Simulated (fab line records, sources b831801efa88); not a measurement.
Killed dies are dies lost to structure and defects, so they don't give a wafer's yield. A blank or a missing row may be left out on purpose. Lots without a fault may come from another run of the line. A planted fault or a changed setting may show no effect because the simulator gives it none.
Which tool did it? | flow gf180mcu | 12 lots, 36 wafers sampled, at 5 steps of a route of 602

WHAT THE GAUGES READ, wafer by wafer
GF_MVSD_TW_MEAS_11.
lot  | measured    | on            | MVSD_TW
L148 | day 4 15:50 | film_metro-04 | 1598 1603 1603
L149 | day 5 01:47 | film_metro-03 | 1580 1580 1573
L150 | day 5 06:59 | film_metro-02 | 1580 1588 1577
L153 | day 6 01:07 | film_metro-04 | 1597 1596 1600
L155 | day 6 11:27 | film_metro-03 | 1581 1580 1586
L160 | day 7 15:25 | film_metro-02 | 1449 1436 1452
L161 | day 7 22:29 | film_metro-03 | 1436 1442 1444
L163 | day 8 08:13 | film_metro-02 | 1583 1577 1583
L164 | day 8 14:35 | film_metro-02 | 1573 1583 1589
L165 | day 8 18:44 | film_metro-04 | 1599 1598 1601
L166 | day 9 01:43 | film_metro-03 | 1579 1581 1588
L168 | day 9 14:22 | film_metro-04 | 1593 1590 1588

GF_MVPSD_OVL_MEAS_07.
lot  | measured     | on         | MVPSD_OVL (nm)
L148 | day 5 05:38  | overlay-02 | -0.8 -1.3 1.0
L149 | day 5 15:47  | overlay-01 | 1.4 1.2 1.3
L150 | day 5 21:31  | overlay-01 | -1.2 -0.3 -1.0
L153 | day 6 15:59  | overlay-02 | 0.4 1.4 0.5
L155 | day 7 02:27  | overlay-01 | 1.6 1.9 1.9
L160 | day 8 07:59  | overlay-02 | -0.2 -0.2 -0.1
L161 | day 8 14:29  | overlay-02 | -2.3 -1.1 0.9
L163 | day 9 00:34  | overlay-02 | 0.3 0.7 0.5
L164 | day 9 06:59  | overlay-02 | 1.4 0.5 1.1
L165 | day 9 12:01  | overlay-01 | 0.3 0.0 0.7
L166 | day 9 19:23  | overlay-01 | 1.1 2.0 0.0
L168 | day 10 07:41 | overlay-01 | 0.1 -1.1 1.2

GF_VT_IMPLANT_RS_MEAS_46: measures by four-point-probe.
lot  | measured     | on            | MVSD_RS (ohm/sq)
L148 | day 7 19:39  | film_metro-03 | 457.6 456.9 458.3
L149 | day 8 07:11  | film_metro-04 | 456.6 456.0 456.7
L150 | day 8 12:49  | film_metro-04 | 456.4 456.3 456.9
L153 | day 9 09:53  | film_metro-02 | 456.3 456.5 456.2
L155 | day 9 22:23  | film_metro-03 | 457.3 457.0 454.7
L160 | day 11 07:23 | film_metro-03 | 539.4 538.3 539.0
L161 | day 11 15:50 | film_metro-02 | 539.5 539.4 540.3
L163 | day 12 02:45 | film_metro-02 | 457.6 457.8 458.5
L164 | day 12 09:31 | film_metro-02 | 456.4 456.8 456.4
L165 | day 12 13:55 | film_metro-02 | 454.7 454.6 455.3
L166 | day 12 23:08 | film_metro-02 | 457.5 455.8 456.6
L168 | day 13 14:08 | film_metro-04 | 456.6 456.7 456.7

GF_POLY_GATE_OVL_MEAS_11.
lot  | measured     | on         | POLY_GATE_OVL (nm)
L148 | day 9 12:34  | overlay-01 | -8 -9 -11
L149 | day 9 22:58  | overlay-01 | -6 -3 -10
L150 | day 10 07:07 | overlay-01 | -6 -6 1
L153 | day 11 04:48 | overlay-02 | -6 -9 -19
L155 | day 11 17:22 | overlay-02 | -2 -4 -4
L160 | day 13 04:22 | overlay-01 | -10 -11 -11
L161 | day 13 14:52 | overlay-02 | -4 -6 -7
L163 | day 14 00:40 | overlay-02 | -7 -6 -5
L164 | day 14 09:17 | overlay-02 | -1 1 -8
L165 | day 14 13:21 | overlay-01 | -1 -2 -4
L166 | day 14 23:58 | overlay-02 | -11 -6 -12
L168 | day 15 14:37 | overlay-01 | 1 -4 -1

WHICH TOOL RAN EACH LOT (tool, then ch and the chambers of the sampled wafers, then the start)
lot  | GF_MVSD_IMPLANT_08
L148 | implanter-04 ch 0, day 4 15:26
L149 | implanter-02 ch 0, day 5 01:23
L150 | implanter-02 ch 0, day 5 06:36
L153 | implanter-04 ch 0, day 6 00:43
L155 | implanter-04 ch 0, day 6 11:05
L160 | implanter-04 ch 0, day 7 15:01
L161 | implanter-04 ch 0, day 7 22:05
L163 | implanter-01 ch 0, day 8 07:49
L164 | implanter-01 ch 0, day 8 14:12
L165 | implanter-02 ch 0, day 8 18:20
L166 | implanter-01 ch 0, day 9 01:19
L168 | implanter-02 ch 0, day 9 13:58
- GF_MVSD_IMPLANT_08

WHAT THE TOOLS THEMSELVES READ (means of the sampled wafers that have a number; where no wafer has one, the mark that the record gives instead)
GF_MVSD_IMPLANT_08.
lot  | tool         | dose_ions_cm2 | faraday_current_uA | tilt_deg (degrees)
L148 | implanter-04 | 1.5995e+13    | 91.7               | 0.030
L149 | implanter-02 | 1.5993e+13    | 91.2               | 0.000
L150 | implanter-02 | 1.6002e+13    | 90.1               | 0.001
L153 | implanter-04 | 1.5994e+13    | 90.6               | 0.001
L155 | implanter-04 | 1.6004e+13    | 89.2               | -0.008
L160 | implanter-04 | 1.1436e+13    | 63.3               | 0.011
L161 | implanter-04 | 1.1414e+13    | 63.7               | -0.002
L163 | implanter-01 | 1.5997e+13    | 89.3               | -0.003
L164 | implanter-01 | 1.6014e+13    | 90.3               | -0.012
L165 | implanter-02 | 1.6017e+13    | 90.2               | -0.035
L166 | implanter-01 | 1.5994e+13    | 90.8               | -0.016
L168 | implanter-02 | 1.6001e+13    | 90.9               | -0.006

THE ANSWER, worked out from the rows above alone
Rule: what is usual is taken from the lots themselves. Put in order of their means at a reading, lots are off if they are a third of the lots or fewer, leave a main group of 4 or more, and stand apart from it by a gap of 3 or more times the standard deviation of the main group's means; of several such gaps the widest counts. A main group whose means are all the same, to the digits that the tables above print for the reading, isn't used. A lot without any number at a reading at which 4 lots or more have one is off too. The other lots that the step has rows for count as sound. The gauges are gone through in route order, then the tools' own readings, and for those a lot's mean is taken as printed above. The first step at which some lot is off is used, and at that step the reading that is off furthest; a lot without a number counts as furthest.
Off: L160, L161, at GF_MVSD_TW_MEAS_11 (MVSD_TW). The main group: mean 1588, standard deviation 8.4.
A tool fits if, at a process step before that reading, it ran every lot that is off, and no sound lot after the first of them. The gauges at GF_MVSD_TW_MEAS_11 aren't tried: what is off there is off at GF_MVSD_IMPLANT_08 too, on other tools, and a gauge's error can't cause that. One fits: implanter-04 at GF_MVSD_IMPLANT_08. Its last sound lot is L155 (day 6 11:05), its first lot that is off L160 (day 7 15:01): a fault that began between those two fits.
The tool's own readings at GF_MVSD_IMPLANT_08 bear it out: on the lots that are off they differ by more than 5 times the standard deviation of the sound lots' means. dose_ions_cm2 reads 1.1425e+13 there against 1.6001e+13 on the sound lots; faraday_current_uA reads 63.5 there against 90.4 on the sound lots.

WHAT THE SIMULATOR HAD PUT IN
Process parameter drift: implanter-04, from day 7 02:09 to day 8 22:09, at GF_MVSD_IMPLANT_08. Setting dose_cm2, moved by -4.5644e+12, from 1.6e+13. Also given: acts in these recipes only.
Lots struck among those shown: L160, L161. The rule above found the same.
